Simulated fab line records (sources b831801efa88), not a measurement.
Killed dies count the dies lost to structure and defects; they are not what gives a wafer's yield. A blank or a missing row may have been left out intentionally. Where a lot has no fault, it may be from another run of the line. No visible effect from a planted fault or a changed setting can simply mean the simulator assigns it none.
Tool commonality check :: flow gf180mcu :: 12 lots and 36 wafers in the sample

THE REASON FOR OPENING IT
At GF_HV_LDD_TW_MEAS_38 the reading HV_LDD_3_TW is flagged on 3 of 12 lots. No-fault wafers: 1427, standard deviation 9.7.
Rule: a lot gets a flag if all its wafers with a number sit over 4 standard deviations from that mean, or if no wafer of it has a number. All remaining lots are regarded as sound.

lot: L764
measured: day 13 04:56
on: film metro-01
HV_LDD_3_TW, wafer by wafer: 1569 1571 1575
flag: FLAGGED

lot: L765
measured: day 13 17:14
on: film metro-03
HV_LDD_3_TW, wafer by wafer: 1575 1575 1575
flag: FLAGGED

lot: L766
measured: day 14 04:56
on: film metro-02
HV_LDD_3_TW, wafer by wafer: 1601 1589 1587
flag: FLAGGED

lot: L768
measured: day 14 14:35
on: film metro-03
HV_LDD_3_TW, wafer by wafer: 1430 1422 1424
flag: 

lot: L773
measured: day 15 22:49
on: film metro-01
HV_LDD_3_TW, wafer by wafer: 1431 1422 1428
flag: 

lot: L772
measured: day 15 23:08
on: film metro-03
HV_LDD_3_TW, wafer by wafer: 1431 1423 1427
flag: 

lot: L774
measured: day 16 13:41
on: film metro-02
HV_LDD_3_TW, wafer by wafer: 1456 1449 1447
flag: 

lot: L775
measured: day 16 20:04
on: film metro-02
HV_LDD_3_TW, wafer by wafer: 1446 1446 1443
flag: 

lot: L776
measured: day 17 04:08
on: film metro-01
HV_LDD_3_TW, wafer by wafer: 1421 1424 1430
flag: 

lot: L778
measured: day 18 01:07
on: film metro-02
HV_LDD_3_TW, wafer by wafer: 1432 1434 1439
flag: 

lot: L781
measured: day 18 14:55
on: film metro-03
HV_LDD_3_TW, wafer by wafer: 1424 1420 1426
flag: 

lot: L782
measured: day 19 01:53
on: film metro-03
HV_LDD_3_TW, wafer by wafer: 1434 1428 1425
flag: 
Average over the flagged lots: 1580; offset from the usual +153, equal to +16 standard deviations.

WHICH TOOL RAN EACH LOT
The record holds 1 process step before the reading, out of a route of 602 steps. In each cell: the tool, then ch and the chambers that the sampled wafers went through, then the start.
lot: L764
flag: FLAGGED
GF_HV_LDD_COAT_14: litho track-01, day 11 22:29

lot: L765
flag: FLAGGED
GF_HV_LDD_COAT_14: litho track-03, day 12 12:20

lot: L766
flag: FLAGGED
GF_HV_LDD_COAT_14: litho track-03, day 12 22:25

lot: L768
flag: 
GF_HV_LDD_COAT_14: litho track-03 ch 0, day 13 07:29

lot: L773
flag: 
GF_HV_LDD_COAT_14: litho track-03 ch 0, day 14 15:23

lot: L772
flag: 
GF_HV_LDD_COAT_14: litho track-04 ch 0, day 14 15:34

lot: L774
flag: 
GF_HV_LDD_COAT_14: litho track-03 ch 0, day 15 04:27

lot: L775
flag: 
GF_HV_LDD_COAT_14: litho track-03 ch 0, day 15 10:30

lot: L776
flag: 
GF_HV_LDD_COAT_14: litho track-01 ch 0, day 15 18:39

lot: L778
flag: 
GF_HV_LDD_COAT_14: litho track-01 ch 0, day 16 13:26

lot: L781
flag: 
GF_HV_LDD_COAT_14: litho track-01 ch 0, day 17 02:59

lot: L782
flag: 
GF_HV_LDD_COAT_14: litho track-01 ch 0, day 17 13:33
What these steps do:
- GF_HV_LDD_COAT_14: resist thk 1000 nm.
- GF_HV_LDD_TW_MEAS_38

FLAGGED OVER TOTAL, TOOL BY TOOL (the gauges that took the reading come last)
step: GF_HV_LDD_COAT_14
tool: litho track-01
lots run: 5
flagged: 1
share of the flagged lots: some
sound lots run after its first flagged lot: 4 (L776,L778,L781,L782)

step: GF_HV_LDD_COAT_14
tool: litho track-03
lots run: 6
flagged: 2
share of the flagged lots: some
sound lots run after its first flagged lot: 4 (L768,L773,L774,L775)

step: GF_HV_LDD_COAT_14
tool: litho track-04
lots run: 1
flagged: 0
share of the flagged lots: none
sound lots run after its first flagged lot: -

step: GF_HV_LDD_TW_MEAS_38
tool: film metro-01
lots run: 3
flagged: 1
share of the flagged lots: some
sound lots run after its first flagged lot: 2 (L773,L776)

step: GF_HV_LDD_TW_MEAS_38
tool: film metro-02
lots run: 4
flagged: 1
share of the flagged lots: some
sound lots run after its first flagged lot: 3 (L774,L775,L778)

step: GF_HV_LDD_TW_MEAS_38
tool: film metro-03
lots run: 5
flagged: 1
share of the flagged lots: some
sound lots run after its first flagged lot: 4 (L768,L772,L781,L782)

WHAT THE TABLE PERMITS
No row of the table ran every flagged lot.

WHAT HAD BEEN PUT IN BY THE SIMULATOR
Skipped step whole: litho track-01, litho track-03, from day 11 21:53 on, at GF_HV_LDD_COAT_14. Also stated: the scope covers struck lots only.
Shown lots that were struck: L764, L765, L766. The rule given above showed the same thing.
